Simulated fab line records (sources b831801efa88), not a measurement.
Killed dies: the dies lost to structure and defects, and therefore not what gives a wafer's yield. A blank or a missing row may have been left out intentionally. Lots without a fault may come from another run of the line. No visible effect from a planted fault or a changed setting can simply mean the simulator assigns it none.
Which of the tools did it? -- flow sky130 -- Sampling: 7 lots, 21 wafers, 2 of 708 route steps

== WHAT THE GAUGES SHOWED, per wafer ==
SKY_LDD_LDN_TW_MEAS_13.
lot,measured,on,LDD_LDN_TW
L725,day 23 16:25,filmMetro-03,1447 1459 1449
L728,day 24 20:09,filmMetro-02,1477 1482 1488
L731,day 25 17:42,filmMetro-02,1496 1493 1489
L734,day 26 13:33,filmMetro-02,1481 1485 1482
L737,day 27 07:01,filmMetro-03,1457 1464 1454
L743,day 29 16:03,filmMetro-04,1349 1346 1341 1349 1344 1342
L747,day 30 16:40,filmMetro-04,1475 1474 1476

== TOOL THAT RAN EACH LOT (tool first, then ch and the chambers of the sampled wafers, then the start) ==
lot,SKY_LDD_LDN_IMPLANT_10
L725,"implanter-04 ch 0, day 23 16:01"
L728,"implanter-01 ch 0, day 24 19:45"
L731,"implanter-02 ch 0, day 25 17:16"
L734,"implanter-04 ch 0, day 26 13:11"
L737,"implanter-01 ch 0, day 27 06:37"
L743,"implanter-01, day 29 15:41"
L747,"implanter-01 ch 0, day 30 16:16"
- SKY_LDD_LDN_IMPLANT_10

== THE ANSWER, worked out from the rows above alone ==
Rule: the usual values come from the lots themselves. Put in order of their means at a reading, lots are off if they are a third of the lots or fewer, leave a main group of 4 or more, and stand apart from it by a gap of 3 or more times the standard deviation of the main group's means; of several such gaps the widest counts. A main group is skipped when, at the precision printed for the reading in the tables above, its means are all equal. A lot without any number at a reading at which 4 lots or more have one is off too. Where the step has rows for the other lots, those lots are counted as sound.
Off: L743, seen at SKY_LDD_LDN_TW_MEAS_13 (LDD_LDN_TW). The main group: mean 1474, standard deviation 14.
A tool fits if, at a process step before that reading, it ran every lot that is off, and no sound lot after the first of them. Gauges at SKY_LDD_LDN_TW_MEAS_13: tried the same way as those tools. No candidate that was tried fits.

== WHAT THE SIMULATOR PUT IN ==
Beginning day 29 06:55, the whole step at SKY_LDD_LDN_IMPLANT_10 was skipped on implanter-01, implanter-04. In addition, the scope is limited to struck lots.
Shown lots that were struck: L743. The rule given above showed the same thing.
